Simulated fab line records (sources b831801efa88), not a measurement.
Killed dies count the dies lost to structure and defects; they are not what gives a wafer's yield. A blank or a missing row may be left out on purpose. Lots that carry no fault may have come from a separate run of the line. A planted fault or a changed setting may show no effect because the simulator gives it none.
What tool caused it? ; flow sky130 ; 17 wafers from 6 lots sampled at 2 of the route's 708 steps

WHAT EACH GAUGE READ, for each wafer
SKY_GATE_OXIDE_TW_MEAS_14.
lot;measured;on;GATE_OXIDE_TW
L391;day 15 01:31;film_metro-02;225.4 225.3 226.5
L395;day 16 03:35;film_metro-01;224.6 222.7 223.3
L399;day 17 11:56;film_metro-01;223.6 223.4 223.5
L405;day 19 16:47;film_metro-01;219.7 222.0
L411;day 21 16:05;film_metro-01;222.1 222.0 220.4
L413;day 22 03:04;film_metro-03;224.3 226.2 225.7

TOOL THAT RAN EACH LOT (tool first, then ch and the chambers of the sampled wafers, then the start)
lot;SKY_NWELL_RTA_28
L391;rtp_anneal-01 ch 0, day 5 19:07
L395;rtp_anneal-02 ch 0, day 6 19:43
L399;rtp_anneal-02 ch 0, day 7 19:32
L405;rtp_anneal-01 ch 0, day 9 08:32
L411;rtp_anneal-01 ch 0, day 10 19:14
L413;rtp_anneal-01 ch 0, day 11 05:16
- SKY_NWELL_RTA_28: time 30 s.

THE ANSWER, worked out from the rows above alone
Rule: usual is defined by the lots themselves. Put in order of their means at a reading, lots are off if they are a third of the lots or fewer, leave a main group of 4 or more, and stand apart from it by a gap of 3 or more times the standard deviation of the main group's means; of several such gaps the widest counts. A main group is skipped when, at the precision printed for the reading in the tables above, its means are all equal. Also off: a lot with no number at a reading for which 4 or more lots have one. Any other lot the step has rows for is counted as sound.
Nothing can be told from this: no lot is off at any reading shown.

WHAT THE SIMULATOR PUT IN
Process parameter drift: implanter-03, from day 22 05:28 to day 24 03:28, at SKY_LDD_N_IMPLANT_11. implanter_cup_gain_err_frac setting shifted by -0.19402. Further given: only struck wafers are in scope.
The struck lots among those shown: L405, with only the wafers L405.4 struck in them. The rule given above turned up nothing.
